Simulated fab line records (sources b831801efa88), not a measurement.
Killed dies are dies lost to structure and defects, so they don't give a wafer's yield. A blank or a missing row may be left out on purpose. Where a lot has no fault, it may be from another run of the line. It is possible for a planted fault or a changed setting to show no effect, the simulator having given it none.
fab line records | flow sky130
record lots=24 wafers=72 last-day=50
route steps=708 shown FIELD_ISO@3 LOCAL_INTERCONNECT@399 CONTACT@429 VIA4@658 METAL5@666 PASSIVATION@681
lots that met no fault: taken from a fault-free run of the same line
start-h: start of the lot's first displayed wafer, in hours after the record's first day | wait-h: how many hours have passed since the lot's step before this one | " the same as in the row above | L1.1+2: a row that stands for several wafers | - no value, or no start given | * or withheld: withheld | < > ~ a bound
route shown NAME@n: NAME is a module with steps in the file, n the number in the route of the first one | usual: average and standard deviation across the fault-free wafers | same: alike in all rows | chamber/n: place in a boat | sites: per-site readings | _std_site: standard deviation of those values | _edge_site: outer sites' mean less inner sites' | radius-mm: how far each site lies from the wafer's centre | mask NAME#n: copy n | behind: the last tool/chamber to shape the wafer | hold: reason for holding the lot/hours on hold/outcome of the hold | device: names the non-switching transistor (n, p or np) | end of line: tests of these same wafers at the route's end | a step with no rows: only its recipe | killed: count of dies lost to structure and defects at first sort (not the wafer's yield) | map: a wafer's dies, marking killed ones x, the rest . and places with no die _
set.NAME: the run value of the setting; set.NAME@STEP: its run value at that earlier step | model.NAME: the simulator's own value behind a step, which no gauge read
a sample of lots followed through the steps of the route, with each step as a table and each wafer as a row
services: when a tool's chamber went out of use (start-h, in hours from the record's first day, below 0 if earlier), for how many hours, and the reason
## steps
# step SKY_FIELD_ISO_THK_MEAS_02
# recipe reads=SiO2_of_FIELD_ISO_OXIDATION_01
# usual FIELD_ISO_OXIDATION_00_THK=11.90/0.22
# columns lot.wafer tool chamber start-h wait-h FIELD_ISO_OXIDATION_00_THK[nm]
L074.1 film-metro-03 - 11.63 0.0 12.05
L074.5 " - " " 12.02
L074.6 " - " " 11.84
L075.2 film-metro-03 - 16.79 0.0 11.74
L075.4 " - " " 12.15
L075.6 " - " " 11.82
L076.1 film-metro-04 - 21.77 0.0 12.30
L076.4 " - " " 12.21
L076.5 " - " " 12.13
L077.1 film-metro-03 - 26.80 0.0 11.96
L077.2 " - " " 11.65
L077.3 " - " " 11.79
L078.1 film-metro-01 - 31.74 0.0 11.74
L078.3 " - " " 11.65
L078.4 " - " " 11.89
L079.2 film-metro-04 - 38.68 0.0 11.78
L079.3 " - " " 11.87
L079.4 " - " " 11.74
L080.1 film-metro-04 - 43.05 0.0 11.95
L080.3 " - " " 11.96
L080.5 " - " " 12.07
L081.2 film-metro-03 - 47.46 0.0 11.97
L081.3 " - " " 11.76
L081.4 " - " " 11.69
L082.2 film-metro-03 - 52.92 0.0 11.60
L082.4 " - " " 11.88
L082.5 " - " " 11.49
L083.1 film-metro-04 - 57.02 0.0 12.01
L083.2 " - " " 12.06
L083.6 " - " " 12.21
L084.1 film-metro-03 - 61.63 0.0 11.78
L084.3 " - " " 11.67
L084.4 " - " " 11.96
L085.3 film-metro-01 - 66.65 0.0 12.03
L085.4 " - " " 11.87
L085.5 " - " " 11.96
L086.1 film-metro-04 - 71.63 0.0 11.65
L086.4 " - " " 11.64
L086.6 " - " " 11.77
L087.1 film-metro-04 - 76.76 0.0 12.07
L087.2 " - " " 12.15
L087.5 " - " " 12.00
L088.4 film-metro-03 - 81.66 0.0 11.70
L088.5 " - " " 12.04
L088.6 " - " " 11.90
L089.2 film-metro-03 - 86.64 0.0 12.05
L089.3 " - " " 12.18
L089.6 " - " " 11.94
L090.2 film-metro-03 - 91.64 0.0 11.75
L090.3 " - " " 11.86
L090.4 " - " " 12.07
L091.3 film-metro-01 - 96.65 0.0 11.82
L091.5 " - " " 12.03
L091.6 " - " " 11.93
L092.1 film-metro-01 - 102.31 0.0 11.68
L092.2 " - " " 11.77
L092.4 " - " " 11.53
L093.3 film-metro-03 - 107.18 0.0 11.84
L093.5 " - " " 11.50
L093.6 " - " " 11.56
L094.1 film-metro-01 - 112.42 0.0 11.44
L094.5 " - " " 11.55
L094.6 " - " " 11.81
L095.1 film-metro-04 - 116.83 0.0 12.32
L095.2 " - " " 12.40
L095.3 " - " " 12.28
L096.2 film-metro-01 - 122.88 0.0 12.27
L096.3 " - " " 12.13
L096.6 " - " " 12.03
L097.2 film-metro-01 - 129.53 0.0 12.00
L097.4 " - " " 11.98
L097.6 " - " " 11.95
# step SKY_LOCAL_INTERCONNECT_OVL_MEAS_12
# usual LOCAL_INTERCONNECT_OVL=-3/5.5
# columns lot.wafer tool chamber start-h wait-h LOCAL_INTERCONNECT_OVL[nm]
L074.1 overlay-02 - 701.08 0.1 -2
L074.5 " - " " 3
L074.6 " - " " -2
L075.2 overlay-01 - 709.84 0.1 -8
L075.4 " - " " -4
L075.6 " - " " -1
L076.1 overlay-02 - 726.15 0.1 -2
L076.4 " - " " -6
L076.5 " - " " -4
L077.1 overlay-01 - 730.45 0.1 -3
L077.2 " - " " -5
L077.3 " - " " -9
L078.1 overlay-01 - 748.42 0.1 -6
L078.3 " - " " -1
L078.4 " - " " -9
L079.2 overlay-02 - 749.97 0.1 -10
L079.3 " - " " -8
L079.4 " - " " -8
L080.1 overlay-02 - 758.20 0.1 6
L080.3 " - " " -3
L080.5 " - " " 8
L081.2 overlay-01 - 759.51 0.1 7
L081.3 " - " " 4
L081.4 " - " " 10
L082.2 overlay-02 - 767.22 0.1 8
L082.4 " - " " -1
L082.5 " - " " 5
L083.1 overlay-02 - 772.65 0.1 -3
L083.2 " - " " -9
L083.6 " - " " -9
L084.1 overlay-01 - 778.88 0.1 4
L084.3 " - " " 1
L084.4 " - " " 4
L085.3 overlay-02 - 789.80 0.1 -2
L085.4 " - " " -6
L085.5 " - " " -6
L086.1 overlay-02 - 795.07 0.1 -5
L086.4 " - " " -5
L086.6 " - " " 2
L087.1 overlay-02 - 801.50 0.1 -8
L087.2 " - " " -11
L087.5 " - " " -6
L088.4 overlay-01 - 811.63 0.1 -8
L088.5 " - " " -13
L088.6 " - " " -2
L089.2 overlay-01 - 817.54 0.1 -5
L089.3 " - " " 1
L089.6 " - " " -8
L090.2 overlay-02 - 840.51 0.1 -4
L090.3 " - " " -7
L090.4 " - " " -6
L092.1 overlay-02 - 853.08 0.1 -4
L092.2 " - " " -1
L092.4 " - " " 1
L091.3 overlay-01 - 855.53 0.1 -2
L091.5 " - " " -6
L091.6 " - " " -1
L094.1 overlay-02 - 858.93 0.1 -8
L094.5 " - " " -6
L094.6 " - " " -1
L093.3 overlay-02 - 860.73 0.1 -8
L093.5 " - " " -5
L093.6 " - " " -7
L095.1 overlay-01 - 864.98 0.1 -8
L095.2 " - " " -5
L095.3 " - " " -7
L096.2 overlay-01 - 869.86 0.1 -3
L096.3 " - " " -3
L096.6 " - " " -4
L097.2 overlay-02 - 881.59 0.1 8
L097.4 " - " " 9
L097.6 " - " " 3
# step SKY_CONTACT_SPUTTER_23
# recipe material=TiN target-thk-nm=20 chamber-pressure-pa=5 power-w=4000 time-s=80
# usual throttle-valve-pct=30.5/0.81
# columns lot.wafer tool chamber start-h wait-h throttle-valve-pct
L074.1 pvd-sputter-04 - 731.72 0.0 30.6
L074.5 " - " " 30.5
L074.6 " - " " 32.0
L075.2 pvd-sputter-04 - 740.20 0.0 30.9
L075.4 " - " " 29.5
L075.6 " - " " 31.1
L076.1 pvd-sputter-04 - 756.44 0.0 32.1
L076.4 " - " " 30.8
L076.5 " - " " 30.3
L077.1 pvd-sputter-03 - 760.38 0.0 30.2
L077.2 " - " " 30.4
L077.3 " - " " 30.9
L078.1 pvd-sputter-02 - 777.72 0.0 29.6
L078.3 " - " " 31.5
L078.4 " - " " 29.3
L079.2 pvd-sputter-03 - 779.45 0.0 31.0
L079.3 " - " " 30.3
L079.4 " - " " 30.9
L080.1 pvd-sputter-03 - 786.54 0.0 30.4
L080.3 " - " " 30.2
L080.5 " - " " 30.3
L081.2 pvd-sputter-02 - 788.92 0.0 29.4
L081.3 " - " " 30.0
L081.4 " - " " 31.4
L082.2 pvd-sputter-03 - 796.56 0.0 30.5
L082.4 " - " " 31.1
L082.5 " - " " 30.1
L083.1 pvd-sputter-04 - 802.13 0.0 29.2
L083.2 " - " " 30.5
L083.6 " - " " 31.1
L084.1 pvd-sputter-03 - 806.92 0.0 30.6
L084.3 " - " " 30.8
L084.4 " - " " 30.7
L085.3 pvd-sputter-02 - 818.65 0.0 30.2
L085.4 " - " " 29.8
L085.5 " - " " 29.7
L086.1 pvd-sputter-02 - 823.98 0.0 31.6
L086.4 " - " " 29.6
L086.6 " - " " 29.9
L087.1 pvd-sputter-04 - 829.79 0.0 29.3
L087.2 " - " " 31.0
L087.5 " - " " 30.9
L088.4 pvd-sputter-04 - 840.21 0.0 30.6
L088.5 " - " " 30.4
L088.6 " - " " 31.1
L089.2 pvd-sputter-02 - 845.68 0.0 29.6
L089.3 " - " " 29.9
L089.6 " - " " 29.9
L090.2 pvd-sputter-02 - 868.78 0.0 31.3
L090.3 " - " " 29.8
L090.4 " - " " 29.3
L092.1 pvd-sputter-02 - 881.38 0.0 29.5
L092.2 " - " " 29.8
L092.4 " - " " 31.0
L091.3 pvd-sputter-04 - 883.60 0.0 32.1
L091.5 " - " " 30.4
L091.6 " - " " 32.2
L094.1 pvd-sputter-04 - 886.78 0.0 31.0
L094.5 " - " " 30.9
L094.6 " - " " 30.2
L093.3 pvd-sputter-02 - 889.66 0.0 29.9
L093.5 " - " " 31.8
L093.6 " - " " 29.7
L095.1 pvd-sputter-03 - 893.31 0.0 30.7
L095.2 " - " " 30.3
L095.3 " - " " 30.6
L096.2 pvd-sputter-04 - 897.98 0.0 31.0
L096.3 " - " " 32.2
L096.6 " - " " 32.3
L097.2 pvd-sputter-03 - 908.73 0.0 30.1
L097.4 " - " " 30.7
L097.6 " - " " 30.1
# step SKY_VIA4_RS_MEAS_19
# recipe thk-meas-gauge=four-point-probe reads=W_of_VIA4_CVD_18+TiN_of_VIA4_SPUTTER_17
# usual VIA4_W_RS=0.2255/0.0018
# columns lot.wafer tool chamber start-h wait-h VIA4_W_RS[ohm/sq]
L074.1 film-metro-01 - 1003.68 0.1 0.2269
L074.5 " - " " 0.2267
L074.6 " - " " 0.2318
L075.2 film-metro-03 - 1007.96 0.1 0.2262
L075.4 " - " " 0.2251
L075.6 " - " " 0.2253
L076.1 film-metro-04 - 1019.80 0.1 0.2262
L076.4 " - " " 0.2275
L076.5 " - " " 0.2280
L077.1 film-metro-03 - 1028.10 0.3 0.2239
L077.2 " - " " 0.2260
L077.3 " - " " 0.2256
L078.1 film-metro-01 - 1040.49 0.1 0.2268
L078.3 " - " " 0.2263
L078.4 " - " " 0.2246
L079.2 film-metro-03 - 1046.36 0.1 0.2229
L079.3 " - " " 0.2241
L079.4 " - " " 0.2242
L080.1 film-metro-01 - 1050.39 0.1 0.2269
L080.3 " - " " 0.2237
L080.5 " - " " 0.2271
L081.2 film-metro-04 - 1050.65 0.1 0.2269
L081.3 " - " " 0.2254
L081.4 " - " " 0.2253
L082.2 film-metro-03 - 1056.91 0.1 0.2238
L082.4 " - " " 0.2243
L082.5 " - " " 0.2245
L083.1 film-metro-04 - 1060.86 0.1 0.2290
L083.2 " - " " 0.2263
L083.6 " - " " 0.2267
L084.1 film-metro-04 - 1068.29 0.1 0.2270
L084.3 " - " " 0.2257
L084.4 " - " " 0.2267
L085.3 film-metro-01 - 1076.99 0.2 0.2244
L085.4 " - " " 0.2259
L085.5 " - " " 0.2249
L086.1 film-metro-03 - 1079.58 0.1 0.2260
L086.4 " - " " 0.2249
L086.6 " - " " 0.2258
L087.1 film-metro-04 - 1083.43 0.1 0.2241
L087.2 " - " " 0.2262
L087.5 " - " " 0.2242
L088.4 film-metro-03 - 1094.01 0.1 0.2256
L088.5 " - " " 0.2291
L088.6 " - " " 0.2257
L089.2 film-metro-01 - 1097.13 0.2 0.2243
L089.3 " - " " 0.2227
L089.6 " - " " 0.2246
L090.2 film-metro-03 - 1113.42 0.1 0.2220
L090.3 " - " " 0.2288
L090.4 " - " " 0.2242
L092.1 film-metro-01 - 1125.52 0.1 0.2230
L092.2 " - " " 0.2246
L092.4 " - " " 0.2245
L091.3 film-metro-04 - 1125.88 0.1 0.2250
L091.5 " - " " 0.2266
L091.6 " - " " 0.2255
L094.1 film-metro-03 - 1127.24 0.1 0.2259
L094.5 " - " " 0.2287
L094.6 " - " " 0.2261
L093.3 film-metro-01 - 1131.93 0.1 0.2263
L093.5 " - " " 0.2242
L093.6 " - " " 0.2250
L095.1 film-metro-03 - 1135.01 0.1 0.2278
L095.2 " - " " 0.2249
L095.3 " - " " 0.2262
L096.2 film-metro-01 - 1137.66 0.1 0.2225
L096.3 " - " " 0.2213
L096.6 " - " " 0.2256
L097.2 film-metro-01 - 1146.28 0.1 0.2239
L097.4 " - " " 0.2247
L097.6 " - " " 0.2266
# step SKY_METAL5_RS_MEAS_05
# recipe thk-meas-gauge=four-point-probe reads=TiN_of_METAL5_SPUTTER_04+Ti_of_METAL5_SPUTTER_03+AlCu_of_METAL5_SPUTTER_02+TiN_of_METAL5_SPUTTER_01+Ti_of_METAL5_SPUTTER_00
# usual METAL5_ALCU_RS=0.02695/0.00026
# columns lot.wafer tool chamber start-h wait-h METAL5_ALCU_RS[ohm/sq]
L074.1 film-metro-04 - 1004.33 0.0 0.02701
L074.5 " - " " 0.02704
L074.6 " - " " 0.02702
L075.2 film-metro-04 - 1008.67 0.0 0.02712
L075.4 " - " " 0.02729
L075.6 " - " " 0.02747
L076.1 film-metro-01 - 1020.44 0.0 0.02687
L076.4 " - " " 0.02709
L076.5 " - " " 0.02697
L077.1 film-metro-02 - 1028.75 0.0 0.02708
L077.2 " - " " 0.02665
L077.3 " - " " 0.02677
L078.1 film-metro-01 - 1041.14 0.0 0.02708
L078.3 " - " " 0.02704
L078.4 " - " " 0.02704
L079.2 film-metro-02 - 1047.01 0.0 0.02686
L079.3 " - " " 0.0269
L079.4 " - " " 0.02698
L080.1 film-metro-04 - 1051.16 0.0 0.02726
L080.3 " - " " 0.02718
L080.5 " - " " 0.02718
L081.2 film-metro-02 - 1051.31 0.0 0.02709
L081.3 " - " " 0.02675
L081.4 " - " " 0.02711
L082.2 film-metro-02 - 1057.56 0.0 0.02736
L082.4 " - " " 0.02725
L082.5 " - " " 0.02726
L083.1 film-metro-01 - 1061.51 0.0 0.027
L083.2 " - " " 0.0272
L083.6 " - " " 0.02698
L084.1 film-metro-01 - 1068.94 0.0 0.02615
L084.3 " - " " 0.02664
L084.4 " - " " 0.02657
L085.3 film-metro-01 - 1077.63 0.1 0.02661
L085.4 " - " " 0.02695
L085.5 " - " " 0.02657
L086.1 film-metro-02 - 1080.36 0.0 0.02684
L086.4 " - " " 0.0269
L086.6 " - " " 0.02708
L087.1 film-metro-01 - 1084.22 0.0 0.0271
L087.2 " - " " 0.02669
L087.5 " - " " 0.02716
L088.4 film-metro-01 - 1094.66 0.1 0.02695
L088.5 " - " " 0.02691
L088.6 " - " " 0.02675
L089.2 film-metro-02 - 1097.78 0.0 0.02685
L089.3 " - " " 0.02676
L089.6 " - " " 0.0271
L090.2 film-metro-04 - 1114.13 0.0 0.02678
L090.3 " - " " 0.02692
L090.4 " - " " 0.02669
L092.1 film-metro-04 - 1126.38 0.0 0.02691
L092.2 " - " " 0.02646
L092.4 " - " " 0.02691
L091.3 film-metro-02 - 1126.68 0.1 0.02663
L091.5 " - " " 0.02719
L091.6 " - " " 0.0269
L094.1 film-metro-02 - 1127.89 0.0 0.02705
L094.5 " - " " 0.02731
L094.6 " - " " 0.02742
L093.3 film-metro-02 - 1132.58 0.1 0.027
L093.5 " - " " 0.02688
L093.6 " - " " 0.02679
L095.1 film-metro-04 - 1135.91 0.0 0.02693
L095.2 " - " " 0.02686
L095.3 " - " " 0.02687
L096.2 film-metro-02 - 1138.31 0.0 0.02672
L096.3 " - " " 0.02678
L096.6 " - " " 0.02686
L097.2 film-metro-01 - 1147.09 0.0 0.02692
L097.4 " - " " 0.02659
L097.6 " - " " 0.02724
# step SKY_PASSIVATION_CVD_00
# recipe material=SiO2 target-thk-nm=90 temp-c=400 time-s=withheld rf-w=600
# usual heater-power-w=650/95
# columns lot.wafer tool chamber start-h wait-h heater-power-w
L074.1 pecvd-04 2 1028.19 0.0 559
L074.5 " 0 " " 665
L074.6 " 2 " " 575
L075.2 pecvd-01 0 1032.77 0.0 541
L075.4 " 1 " " 575
L075.6 " 0 " " 535
L076.1 pecvd-01 0 1043.49 0.0 533
L076.4 " 1 " " 603
L076.5 " 0 " " 530
L077.1 pecvd-04 2 1052.27 0.0 540
L077.2 " 0 " " 679
L077.3 " 1 " " 620
L078.1 pecvd-04 0 1063.78 0.0 615
L078.3 " 1 " " 652
L078.4 " 0 " " 624
L079.2 pecvd-01 2 1068.11 0.0 638
L079.3 " 0 " " 553
L079.4 " 1 " " 569
L080.1 pecvd-02 0 1073.28 0.0 665
L080.3 " 2 " " 855
L080.5 " 1 " " 660
L081.2 pecvd-04 0 1073.58 0.0 696
L081.3 " 0 " " 693
L081.4 " 1 " " 662
L082.2 pecvd-02 2 1079.15 0.0 860
L082.4 " 1 " " 650
L082.5 " 2 " " 869
L083.1 pecvd-01 0 1082.84 0.0 502
L083.2 " 2 " " 647
L083.6 " 0 " " 507
L084.1 pecvd-02 0 1089.94 0.0 611
L084.3 " 2 " " 840
L084.4 " 0 " " 632
L085.3 pecvd-02 1 1098.64 0.0 646
L085.4 " 2 " " 880
L085.5 " 0 " " 641
L086.1 pecvd-01 1 1101.11 0.0 640
L086.4 " 0 " " 498
L086.6 " 2 " " 595
L087.1 pecvd-01 0 1105.26 0.0 550
L087.2 " 1 " " 640
L087.5 " 1 " " 645
L088.4 pecvd-04 1 1115.54 0.0 677
L088.5 " 2 " " 605
L088.6 " 0 " " 649
L089.2 pecvd-02 0 1118.53 0.0 562
L089.3 " 1 " " 550
L089.6 " 2 " " 858
L090.2 pecvd-01 1 1133.66 0.0 679
L090.3 " 0 " " 502
L090.4 " 0 " " 512
L092.1 pecvd-04 1 1145.53 0.0 575
L092.2 " 2 " " 574
L092.4 " 2 " " 583
L091.3 pecvd-02 0 1146.32 0.0 582
L091.5 " 1 " " 642
L091.6 " 0 " " 599
L094.1 pecvd-02 1 1147.84 0.0 569
L094.5 " 0 " " 630
L094.6 " 1 " " 573
L093.3 pecvd-02 0 1151.56 0.0 653
L093.5 " 1 " " 685
L093.6 " 2 " " 881
L095.1 pecvd-02 2 1154.49 0.0 867
L095.2 " 1 " " 678
L095.3 " 0 " " 668
L096.2 pecvd-01 0 1157.26 0.0 550
L096.3 " 1 " " 616
L096.6 " 0 " " 557
L097.2 pecvd-04 1 1165.33 0.0 628
L097.4 " 0 " " 737
L097.6 " 1 " " 631
## services
# columns tool chamber start-h hours kind
pvd-sputter-03 - 747.19 1.1 repair
pvd-sputter-04 - 750.07 5.3 repair
pecvd-01 0 767.00 5.7 repair
pecvd-01 1 768.20 15.7 repair
pvd-sputter-04 - 796.37 2.6 repair
pvd-sputter-02 - 809.80 2.2 repair
pecvd-02 1 810.86 10.6 repair
pvd-sputter-03 - 810.95 59.8 repair
pvd-sputter-03 - 814.59 5.3 repair
pvd-sputter-03 - 826.66 2.2 repair
pvd-sputter-02 - 839.16 3.3 repair
pvd-sputter-04 - 847.75 4.6 repair
pvd-sputter-02 - 860.13 3.2 repair
pecvd-02 - 903.14 1.2 repair
pecvd-02 - 915.00 6.0 pm
pvd-sputter-02 - 927.37 2.5 repair
pecvd-01 - 957.67 0.7 repair
pecvd-04 - 963.14 1.3 repair
pecvd-04 - 983.78 1.2 repair
pecvd-01 - 1079.48 2.8 pm
pvd-sputter-04 - 1102.89 1.1 repair
pecvd-02 - 1125.96 0.7 repair
pvd-sputter-02 - 1153.53 0.5 repair
pecvd-02 - 1157.73 2.8 pm
## key
fault none
